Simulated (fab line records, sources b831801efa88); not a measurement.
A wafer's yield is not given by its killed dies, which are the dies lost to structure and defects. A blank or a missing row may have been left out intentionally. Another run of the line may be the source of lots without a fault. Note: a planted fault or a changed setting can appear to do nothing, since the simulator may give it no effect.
Which tool did it?    flow gf180mcu    Sampling: 14 lots, 42 wafers, 5 of 602 route steps

== WHAT EACH GAUGE READ, for each wafer ==
GF_STI_THK_MEAS_04. Usual: STI_CVD_03_THK typically reads 206.9 nm, with standard deviation 1.8.
lot   measured     on             STI_CVD_03_THK (nm)  flag
L667  day 2 04:34  film_metro-04  204.6 205.5 204.9    
L668  day 2 12:16  film_metro-03  207.5 209.6 207.6    
L670  day 2 19:55  film_metro-03  207.4 208.5 207.6    
L672  day 3 05:44  film_metro-03  207.5 208.1 208.9    
L673  day 3 11:01  film_metro-01  206.6 208.7 205.9    
L675  day 3 20:34  film_metro-03  206.6 206.5 206.5    
L676  day 4 02:23  film_metro-03  205.5 204.6 205.5    
L677  day 4 07:17  film_metro-01  206.1 207.0 204.8    
L678  day 4 14:37  film_metro-01  208.1 207.6 206.5    
L680  day 4 22:34  film_metro-04  207.5 206.8 207.8    
L681  day 5 02:34  film_metro-01  209.4 209.9 209.1    
L684  day 5 19:53  film_metro-04  205.6 203.1 204.1    
L687  day 6 09:30  film_metro-04  208.3 208.2 207.4    
L686  day 6 10:18  film_metro-03  204.7 205.4 206.3    

GF_VT_IMPLANT_TW_MEAS_32. Usual: VT_IMPLANT_3_TW typically reads 268.9, with standard deviation 1.7.
lot   measured      on             VT_IMPLANT_3_TW    flag
L667  day 7 16:25   film_metro-02  267.4 266.6 264.2  
L668  day 7 22:52   film_metro-04  270.4 271.0 269.6  
L670  day 8 10:19   film_metro-01  266.6 268.3 267.3  
L672  day 8 22:55   film_metro-01  269.0 268.1 268.2  
L673  day 9 06:02   film_metro-04  270.6 270.6 269.1  
L675  day 9 22:02   film_metro-04  270.9 269.1 270.3  
L676  day 10 02:42  film_metro-02  266.0 265.2 267.5  
L677  day 10 09:53  film_metro-02  268.0 267.0 267.0  
L678  day 10 18:46  film_metro-04  269.5 268.8 269.4  
L680  day 11 11:27  film_metro-02  265.3 264.0 266.2  
L681  day 12 04:22  film_metro-01  193.3 193.6 192.5  OFF
L684  day 12 16:20  film_metro-04  194.4 194.1 193.5  OFF
L687  day 13 06:02  film_metro-04  270.3 269.7 270.3  
L686  day 13 07:44  film_metro-01  268.1 268.0 268.7  

GF_VT_IMPLANT_RS_MEAS_46: uses a four-point probe to measure. Usual: MVSD_RS typically reads 456.5 ohm/sq, with standard deviation 1.3.
lot   measured      on             MVSD_RS (ohm/sq)   flag
L667  day 8 09:17   film_metro-01  457.2 456.1 456.6  
L668  day 8 16:20   film_metro-03  455.9 458.5 456.7  
L670  day 9 03:51   film_metro-01  457.5 458.9 457.2  
L672  day 9 16:35   film_metro-02  458.3 457.8 457.5  
L673  day 9 23:27   film_metro-01  457.9 458.2 457.4  
L675  day 10 16:21  film_metro-03  454.7 455.7 455.8  
L676  day 10 21:12  film_metro-02  455.9 457.4 456.7  
L677  day 11 05:14  film_metro-03  455.5 454.8 455.2  
L678  day 11 14:00  film_metro-01  457.7 457.2 456.4  
L680  day 12 06:33  film_metro-02  456.3 456.7 457.2  
L681  day 13 00:41  film_metro-01  459.5 458.4 458.3  
L684  day 13 12:52  film_metro-02  455.4 455.2 455.4  
L687  day 14 02:49  film_metro-03  455.1 454.5 454.7  
L686  day 14 04:40  film_metro-02  455.3 455.4 455.0  

GF_HV_LDD_THK_MEAS_55. Usual: HV_LDD_CVD_54_THK typically reads 10.04 nm, with standard deviation 0.15.
lot   measured      on             HV_LDD_CVD_54_THK (nm)  flag
L667  day 13 14:38  film_metro-01  10.01 10.01 10.02       
L668  day 13 19:43  film_metro-03  9.78 9.92 9.85          
L670  day 14 09:05  film_metro-02  10.14 10.11 10.18       
L672  day 15 00:16  film_metro-02  9.95 9.79 9.79          
L673  day 15 08:49  film_metro-03  10.06 9.93 9.94         
L675  day 16 03:29  film_metro-01  9.79 9.86 9.91          
L676  day 16 12:52  film_metro-03  10.08 10.07 10.11       
L677  day 16 18:53  film_metro-03  10.09 10.19 10.13       
L678  day 17 04:01  film_metro-03  10.07 9.95 9.86         
L680  day 18 00:56  film_metro-02  10.02 9.99 10.07        
L681  day 18 23:05  film_metro-01  10.23 10.19 10.21       
L684  day 19 12:24  film_metro-01  9.78 9.89 9.97          
L687  day 20 07:34  film_metro-03  10.33 10.22 10.13       
L686  day 20 10:10  film_metro-03  10.14 10.10 10.11       

== EACH LOT AND THE TOOL THAT RAN IT (in order: tool; ch and the chambers of the sampled wafers; start) ==
lot   GF_VT_IMPLANT_IMPLANT_30
L667  implanter-02 ch 0, day 7 16:10
L668  implanter-04 ch 0, day 7 22:37
L670  implanter-02 ch 0, day 8 10:04
L672  implanter-04 ch 0, day 8 22:40
L673  implanter-01 ch 0, day 9 05:48
L675  implanter-01 ch 0, day 9 21:47
L676  implanter-02 ch 0, day 10 02:28
L677  implanter-01 ch 0, day 10 09:38
L678  implanter-04 ch 0, day 10 18:31
L680  implanter-04 ch 0, day 11 11:05
L681  implanter-01 ch 0, day 12 04:07
L684  implanter-01 ch 0, day 12 16:07
L687  implanter-04 ch 0, day 13 05:47
L686  implanter-04 ch 0, day 13 07:30
- GF_VT_IMPLANT_IMPLANT_30

== AS READ BY THE TOOLS THEMSELVES (means over the sampled wafers that have a number; for cases with no such wafer, the mark the record gives instead) ==
GF_VT_IMPLANT_IMPLANT_30. Usual: dose_ions_cm2 2.534e+12, standard deviation 2.7e+09; faraday_current_uA 14.28, standard deviation 0.28; tilt_deg 7.001 degrees, standard deviation 0.019.
lot   tool          dose_ions_cm2  faraday_current_uA  tilt_deg (degrees)  flag
L667  implanter-02  2.531e+12      14.27               6.989               
L668  implanter-04  2.536e+12      14.20               6.976               
L670  implanter-02  2.534e+12      14.37               7.009               
L672  implanter-04  2.533e+12      14.12               7.020               
L673  implanter-01  2.535e+12      14.20               7.006               
L675  implanter-01  2.531e+12      14.10               6.996               
L676  implanter-02  2.534e+12      14.22               6.987               
L677  implanter-01  2.535e+12      14.30               6.993               
L678  implanter-04  2.534e+12      14.17               7.021               
L680  implanter-04  2.535e+12      14.22               6.986               
L681  implanter-01  7.959e+11      4.54                7.005               OFF
L684  implanter-01  7.970e+11      4.53                7.000               OFF
L687  implanter-04  2.532e+12      14.21               7.002               
L686  implanter-04  2.536e+12      14.32               6.997               

== THE ANSWER, worked out from the rows above alone ==
Rule: a lot counts as off when the mean over its wafers that have a number is more than 3 standard deviations away from the usual mean. A lot without any number at a reading at which 4 lots or more have one is off too. The other lots that the step has rows for count as sound. First the gauges in route order, then the tools' own readings, where a lot's mean is used as printed above. At the first step where some lot is off, the reading lying furthest off is the one used; lots without a number count as furthest.
Off: L681, L684, seen at GF_VT_IMPLANT_TW_MEAS_32 (VT_IMPLANT_3_TW).
A tool fits if, at a process step before that reading, it ran every lot that is off, and no sound lot after the first of them. The gauges at GF_VT_IMPLANT_TW_MEAS_32 aren't tried: what is off there is off at GF_VT_IMPLANT_IMPLANT_30 too, on other tools, and a gauge's error can't cause that. One fits: implanter-01 at GF_VT_IMPLANT_IMPLANT_30. Its last sound lot is L677 (day 10 09:38), its first lot that is off L681 (day 12 04:07): a fault that began between those two fits.
The tool's own readings at GF_VT_IMPLANT_IMPLANT_30 bear it out: on the lots that are off they differ by more than 5 times the standard deviation of the sound lots' means. dose_ions_cm2 reads 7.964e+11 there against 2.534e+12 on the sound lots; faraday_current_uA reads 4.54 there against 14.22 on the sound lots.

== WHAT THE SIMULATOR PUT IN ==
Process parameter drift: implanter-01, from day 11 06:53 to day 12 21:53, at GF_VT_IMPLANT_IMPLANT_30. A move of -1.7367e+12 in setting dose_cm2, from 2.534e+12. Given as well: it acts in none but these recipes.
Lots struck among those shown: L681, L684. This agrees with what the rule above found.
